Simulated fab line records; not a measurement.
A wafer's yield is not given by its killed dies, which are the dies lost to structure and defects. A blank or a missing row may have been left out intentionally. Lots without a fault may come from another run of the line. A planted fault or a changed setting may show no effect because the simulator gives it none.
Which of the tools did it? | flow sky130 | 11 lots (33 wafers sampled), 1 step of a 708-step route

WHAT THE GAUGES READ, wafer by wafer
SKY_VT_ADJUST_LVTN_OVL_MEAS_18.
lot  | measured     | on         | VT_ADJUST_LVTN_01_OVL (nm)
L366 | day 7 20:03  | overlay-02 | 0.2 -0.6 0.7
L369 | day 8 14:39  | overlay-02 | -1.7 -0.6 -2.0
L370 | day 8 20:28  | overlay-02 | -0.4 -0.9 -0.9
L372 | day 9 07:39  | overlay-01 | 1.2 -0.3 0.0
L373 | day 9 15:48  | overlay-02 | 0.1 -1.4 -1.0
L378 | day 11 00:06 | overlay-02 | -0.6 1.1 0.9
L379 | day 11 04:28 | overlay-01 | 0.3 -0.3 0.0
L381 | day 12 06:01 | overlay-02 | -1.2 2.1 1.1
L382 | day 12 06:44 | overlay-01 | -0.1 0.4 -1.0
L387 | day 13 19:30 | overlay-02 | -0.4 -1.8 -0.6
L388 | day 13 21:48 | overlay-02 | 0.2 -0.5 0.0

EACH LOT AND THE TOOL THAT RAN IT (in order: tool; ch and the chambers of the sampled wafers; start)
There is no process step in the record ahead of these readings.

THE ANSWER, worked out from the rows above alone
Rule: what is usual is taken from the lots themselves. The widest of any qualifying gaps counts: lots, ordered by their means at a reading, are off when they make up no more than a third of the lots, leave a main group of 4 or more, and stand apart from it by 3 or more times the standard deviation of that group's means. A main group whose means are all the same, to the digits that the tables above print for the reading, isn't used. Also off: a lot with no number at a reading for which 4 or more lots have one. The other lots that the step has rows for count as sound.
None of the lots is off at any reading shown; this tells nothing.

WHAT THE SIMULATOR PUT IN
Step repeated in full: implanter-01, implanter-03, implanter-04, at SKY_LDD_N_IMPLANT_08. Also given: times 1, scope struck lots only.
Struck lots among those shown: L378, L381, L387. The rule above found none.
